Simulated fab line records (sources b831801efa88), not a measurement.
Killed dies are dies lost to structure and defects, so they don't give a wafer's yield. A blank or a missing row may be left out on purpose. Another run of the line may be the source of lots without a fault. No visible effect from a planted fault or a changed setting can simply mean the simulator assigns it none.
Matching of chambers / flow gf180mcu / rie-si-02 running GF_POLY_GATE_ETCH_13: 4 sister chambers
The step etches poly-Si in HBr/Cl2, stops on SiO2, target depth 198.5 nm, time 69.6 s. 16 wafers are shown with their chamber, then 8 later ones without.

## WAFERS PAIRED WITH THEIR CHAMBERS
wafer=L516.1; chamber=0; drypump-motor-current-A (A)=5.1; oes-product-au (a.u.)=0.986; HBr_flow_sccm (sccm)=150.0
wafer=L516.2; chamber=2; drypump-motor-current-A (A)=6.6; oes-product-au (a.u.)=0.998; HBr_flow_sccm (sccm)=150.8
wafer=L516.6; chamber=2; drypump-motor-current-A (A)=6.6; oes-product-au (a.u.)=0.997; HBr_flow_sccm (sccm)=149.9
wafer=L519.2; chamber=2; drypump-motor-current-A (A)=6.6; oes-product-au (a.u.)=1.002; HBr_flow_sccm (sccm)=150.6
wafer=L519.5; chamber=0; drypump-motor-current-A (A)=5.1; oes-product-au (a.u.)=1.004; HBr_flow_sccm (sccm)=150.0
wafer=L519.6; chamber=1; drypump-motor-current-A (A)=5.8; oes-product-au (a.u.)=0.995; HBr_flow_sccm (sccm)=149.7
wafer=L520.1; chamber=3; drypump-motor-current-A (A)=5.9; oes-product-au (a.u.)=1.002; HBr_flow_sccm (sccm)=149.7
wafer=L520.2; chamber=1; drypump-motor-current-A (A)=5.8; oes-product-au (a.u.)=0.996; HBr_flow_sccm (sccm)=150.2
wafer=L520.5; chamber=0; drypump-motor-current-A (A)=5.0; oes-product-au (a.u.)=0.991; HBr_flow_sccm (sccm)=150.4
wafer=L523.1; chamber=3; drypump-motor-current-A (A)=5.9; oes-product-au (a.u.)=0.982; HBr_flow_sccm (sccm)=150.6
wafer=L523.4; chamber=1; drypump-motor-current-A (A)=5.8; oes-product-au (a.u.)=0.979; HBr_flow_sccm (sccm)=150.7
wafer=L523.6; chamber=0; drypump-motor-current-A (A)=5.1; oes-product-au (a.u.)=0.987; HBr_flow_sccm (sccm)=149.5
wafer=L536.1; chamber=3; drypump-motor-current-A (A)=5.9; oes-product-au (a.u.)=0.980; HBr_flow_sccm (sccm)=149.2
wafer=L536.4; chamber=0; drypump-motor-current-A (A)=5.1; oes-product-au (a.u.)=0.987; HBr_flow_sccm (sccm)=150.7
wafer=L536.6; chamber=0; drypump-motor-current-A (A)=5.1; oes-product-au (a.u.)=0.983; HBr_flow_sccm (sccm)=150.7
wafer=L537.1; chamber=0; drypump-motor-current-A (A)=5.0; oes-product-au (a.u.)=0.981; HBr_flow_sccm (sccm)=150.2

SIGNATURES, as means of the wafers listed above
reading=drypump-motor-current-A; chamber 0=5.071; chamber 1=5.800; chamber 2=6.600; chamber 3=5.900; scatter within a chamber=0.0345
reading=oes-product-au; chamber 0=0.98843; chamber 1=0.99000; chamber 2=0.99900; chamber 3=0.98800; scatter within a chamber=0.00835
reading=HBr_flow_sccm; chamber 0=150.214; chamber 1=150.200; chamber 2=150.433; chamber 3=149.833; scatter within a chamber=0.505
Rule: distance of a wafer from a chamber = root of the sum over the readings of ((wafer's reading minus chamber's mean) / reading's scatter) squared. The wafer belongs to the nearest chamber; if the next one is less than 2 further off, it can't be placed. The scatter is the square root of a quotient: the sum, over the shown wafers, of each reading's squared deviation from its chamber's mean, divided by wafers minus chambers.

## WAFERS WHOSE CHAMBER IS MISSING
wafer=L537.5; drypump-motor-current-A (A)=5.1; oes-product-au (a.u.)=0.987; HBr_flow_sccm (sccm)=149.9
wafer=L537.6; drypump-motor-current-A (A)=5.8; oes-product-au (a.u.)=0.989; HBr_flow_sccm (sccm)=149.9
wafer=L538.2; drypump-motor-current-A (A)=6.6; oes-product-au (a.u.)=0.981; HBr_flow_sccm (sccm)=149.4
wafer=L538.3; drypump-motor-current-A (A)=5.8; oes-product-au (a.u.)=0.990; HBr_flow_sccm (sccm)=149.8
wafer=L538.5; drypump-motor-current-A (A)=5.1; oes-product-au (a.u.)=0.985; HBr_flow_sccm (sccm)=150.3
wafer=L539.2; drypump-motor-current-A (A)=5.1; oes-product-au (a.u.)=0.981; HBr_flow_sccm (sccm)=150.0
wafer=L539.3; drypump-motor-current-A (A)=6.7; oes-product-au (a.u.)=0.985; HBr_flow_sccm (sccm)=149.9
wafer=L539.6; drypump-motor-current-A (A)=5.9; oes-product-au (a.u.)=0.999; HBr_flow_sccm (sccm)=149.7

## CHAMBER TAKEN BY EACH
wafer=L537.5; from the rows above=0; in truth=0
wafer=L537.6; from the rows above=1; in truth=1
wafer=L538.2; from the rows above=2; in truth=2
wafer=L538.3; from the rows above=1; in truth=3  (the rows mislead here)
wafer=L538.5; from the rows above=0; in truth=0
wafer=L539.2; from the rows above=0; in truth=0
wafer=L539.3; from the rows above=2; in truth=2
wafer=L539.6; from the rows above=can't be placed: 3 or 1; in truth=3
Correctly placed: 6 of 8. Cannot be placed on the basis of these rows: 1; the candidates contain the true chamber in 1. Number placed wrongly: 1.
